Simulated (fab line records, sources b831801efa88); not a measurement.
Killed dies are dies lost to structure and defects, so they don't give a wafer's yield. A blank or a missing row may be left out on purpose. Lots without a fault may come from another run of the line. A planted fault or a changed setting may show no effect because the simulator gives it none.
One fault seen from 2 desks | flow gf180mcu | each desk has only its own numbers; what lay behind them comes last

THE METROLOGY DESK
What the gauges read, lot by lot, whatever tool the lot ran on: means of the sampled wafers that have a number. A lot is out of limits, marked OUT, if its mean lies more than 4 standard deviations from the usual mean; the brackets give that distance.
Columns: A = V3_W_RS at GF_V3_RS_MEAS_24, usual 0.325 ohm/sq; B = V3_W_THK at GF_V3_THK_MEAS_25, usual 356 nm
lot  | first seen here | A                | B
L853 | day 23 06:56    | 0.331            | 354
L857 | day 24 15:05    | 0.317            | 365
L858 | day 25 10:16    | 0.260 (-12) OUT  | 464 (+17) OUT
L859 | day 25 11:25    | 0.326            | 352
L860 | day 25 23:22    | 0.294 (-5.7) OUT | 397 (+6.5) OUT
L861 | day 26 04:12    | 0.288 (-6.8) OUT | 403 (+7.5) OUT
L868 | day 28 12:20    | 0.329            | 355
L872 | day 29 03:34    | 0.319            | 363
L873 | day 29 09:14    | 0.321            | 359
L874 | day 29 12:45    | 0.323            | 358
This desk's finding: out of limits on L858, L860, L861; first on L858, day 25 10:16 (V3_W_RS at GF_V3_RS_MEAS_24). In limits: L853, L857, L859, L868, L872, L873, L874.

THE TOOL OWNER'S DESK: cvd_w-02
The tool's own readings at GF_V3_CVD_23 (deposits W, target thk 350 nm, time 104.9 s): means of the sampled wafers that have a number, for each lot that ran on this tool. A lot is out of limits, marked OUT, if its mean lies more than 4 standard deviations from the usual mean; the brackets give that distance.
Columns: A = heater_power_w at GF_V3_CVD_23, usual 867 W
lot  | first seen here | A
L857 | day 24 14:58    | 889
L858 | day 25 10:07    | 882
L860 | day 25 23:16    | 892
L861 | day 26 04:05    | 891
L872 | day 29 03:25    | 880
L873 | day 29 09:07    | 886
L874 | day 29 12:38    | 891
This desk's finding: nothing out of limits on any of the 7 lots.

PUT TOGETHER
The metrology desk could have raised an alarm at day 25 10:16, on L858, L860, L861.
The tool owner's desk saw nothing out of limits.
The tool owner's desk has L858, L860, L861 on record, within its limits.
Of the lots named, all ran GF_V3_CVD_23 on cvd_w-02.

WHAT THE SIMULATOR HAD PUT IN
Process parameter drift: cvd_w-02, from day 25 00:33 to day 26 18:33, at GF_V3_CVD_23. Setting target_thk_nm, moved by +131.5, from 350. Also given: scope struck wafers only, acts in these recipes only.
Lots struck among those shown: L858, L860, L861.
Hours from the fault's start to each desk's first reading out of limits: the metrology desk, 10.
